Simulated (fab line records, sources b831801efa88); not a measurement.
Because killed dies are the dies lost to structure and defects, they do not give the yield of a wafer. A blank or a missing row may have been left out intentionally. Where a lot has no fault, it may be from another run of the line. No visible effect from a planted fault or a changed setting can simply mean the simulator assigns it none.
Chamber matching + flow sky130 + SKY_VIA1_CMP_02 on cmp-01 has 4 sister chambers
The step polishes SiO2. 8 wafers are shown with their chamber, then 7 later ones without.

## WAFERS PAIRED WITH THEIR CHAMBERS
| wafer  | chamber | motorCurrentA (A) |
|--------|---------|-------------------|
| L408.1 | 0       | 13.0              |
| L408.5 | 1       | 10.9              |
| L411.2 | 1       | 11.5              |
| L411.4 | 0       | 13.5              |
| L412.5 | 3       | 12.2              |
| L412.6 | 2       | 12.7              |
| L424.1 | 2       | 12.9              |
| L424.2 | 3       | 12.7              |

## WAFERS WHOSE CHAMBER IS MISSING
| wafer  | motorCurrentA (A) |
|--------|-------------------|
| L424.4 | 13.3              |
| L425.1 | 13.7              |
| L425.4 | 11.7              |
| L425.5 | 12.6              |
| L427.1 | 12.2              |
| L427.2 | 13.0              |
| L427.4 | 11.3              |

## CHAMBER TAKEN BY EACH
| wafer  | from the rows above          | in truth |
|--------|------------------------------|----------|
| L424.4 | can't be placed: 0 or 2      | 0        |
| L425.1 | can't be placed: 0 or 2      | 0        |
| L425.4 | can't be placed: 1 or 3 or 2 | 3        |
| L425.5 | can't be placed: 3 or 2 or 0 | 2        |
| L427.1 | can't be placed: 3 or 2      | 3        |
| L427.2 | can't be placed: 2 or 0 or 3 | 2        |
| L427.4 | 1                            | 1        |
Placed correctly: 1 of 7. From these rows, 6 cannot be placed; in 6 the true chamber is one of the candidates. Placed wrongly: 0.
How it was worked out, from the rows above alone: a wafer's distance from a chamber is the root of the sum, over the readings, of the square of ((its reading less the chamber's mean) divided by the reading's scatter). The wafer belongs to the nearest chamber; if the next one is less than 2 further off, it can't be placed. Each chamber's mean is taken over the wafers shown for it. How the scatter is found: for the shown wafers, subtract from each reading the mean of its chamber, square and add these, divide the total by (wafers less chambers), then take the root.
